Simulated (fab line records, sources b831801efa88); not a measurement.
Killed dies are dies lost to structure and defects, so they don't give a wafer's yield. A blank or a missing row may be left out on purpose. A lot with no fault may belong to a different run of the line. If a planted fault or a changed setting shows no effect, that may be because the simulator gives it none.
The tool behind it: which one?    flow gf180mcu    6 lots with 18 wafers sampled at 5 steps, on a route of 602 steps

WHAT EACH GAUGE READ, for each wafer
GF_V1_THK_MEAS_03.
lot   measured      on            V1_CVD_02_THK (nm)
L211  day 18 08:56  filmMetro-01  841 843 850
L213  day 18 21:12  filmMetro-01  838 851 857
L215  day 19 23:10  filmMetro-01  865 856 880
L218  day 20 19:08  filmMetro-01  848 861 866
L221  day 21 17:21  filmMetro-03  851 853 852
L230  day 24 21:29  filmMetro-01  423 416 427 423 416 427

WHICH TOOL RAN EACH LOT (tool, then ch and the chambers of the sampled wafers, then the start)
lot   GF_CONTACT_SPUTTER_23        GF_M1_SPUTTER_03             GF_M1_METAL_ETCH_16               GF_V1_CVD_02
L211  pvdSputter-03, day 17 07:34  pvdSputter-01, day 17 08:21  rieMetal-04 ch 0,1, day 18 08:02  pecvd-02 ch 0,1, day 18 08:52
L213  pvdSputter-03, day 17 18:50  pvdSputter-03, day 17 20:05  rieMetal-02 ch 1, day 18 20:20    pecvd-01 ch 0,2, day 18 21:07
L215  pvdSputter-03, day 18 20:10  pvdSputter-03, day 18 20:56  rieMetal-02 ch 1, day 19 22:14    pecvd-03 ch 0,1,2, day 19 23:05
L218  pvdSputter-01, day 19 16:10  pvdSputter-03, day 19 16:56  rieMetal-02 ch 0,1, day 20 18:12  pecvd-03 ch 0,1, day 20 19:04
L221  pvdSputter-03, day 20 15:22  pvdSputter-01, day 20 16:08  rieMetal-02 ch 0,1, day 21 16:30  pecvd-03 ch 0,1,2, day 21 17:17
L230  pvdSputter-01, day 23 20:53  pvdSputter-04, day 23 21:40  rieMetal-03 ch 0,1, day 24 20:39  pecvd-03 ch 0,1,2, day 24 21:26
- GF_CONTACT_SPUTTER_23: material TiN, target thk 10 nm, time 40 s.
- GF_M1_SPUTTER_03: material Ti, target thk 10 nm, time 6.7 s.
- GF_M1_METAL_ETCH_16: etches the open film in Cl2/BCl3, stops on SiO2, target depth 627.5 nm, time 104.6 s.
- GF_V1_CVD_02: deposits SiO2 from TEOS, target thk 850 nm, time 94.851 s.

THE ANSWER, worked out from the rows above alone
Rule: usual is defined by the lots themselves. The widest of any qualifying gaps counts: lots, ordered by their means at a reading, are off when they make up no more than a third of the lots, leave a main group of 4 or more, and stand apart from it by 3 or more times the standard deviation of that group's means. A main group whose means are all the same, to the digits that the tables above print for the reading, isn't used. A lot without any number at a reading at which 4 lots or more have one is off too. The other lots that the step has rows for count as sound.
Off: L230, at GF_V1_THK_MEAS_03 (V1_CVD_02_THK). Mean 854 nm and standard deviation 7.8 in the main group.
If a tool, at a process step before that reading, ran all the lots that are off and no sound lot after the first of them, it fits. Those tools and the gauges at GF_V1_THK_MEAS_03 are tried in the same way. Can't be told from this: 5 tools fit, pvdSputter-01 at GF_CONTACT_SPUTTER_23, pvdSputter-04 at GF_M1_SPUTTER_03, rieMetal-03 at GF_M1_METAL_ETCH_16, pecvd-03 at GF_V1_CVD_02, filmMetro-01 at GF_V1_THK_MEAS_03.

WHAT THE SIMULATOR HAD PUT IN
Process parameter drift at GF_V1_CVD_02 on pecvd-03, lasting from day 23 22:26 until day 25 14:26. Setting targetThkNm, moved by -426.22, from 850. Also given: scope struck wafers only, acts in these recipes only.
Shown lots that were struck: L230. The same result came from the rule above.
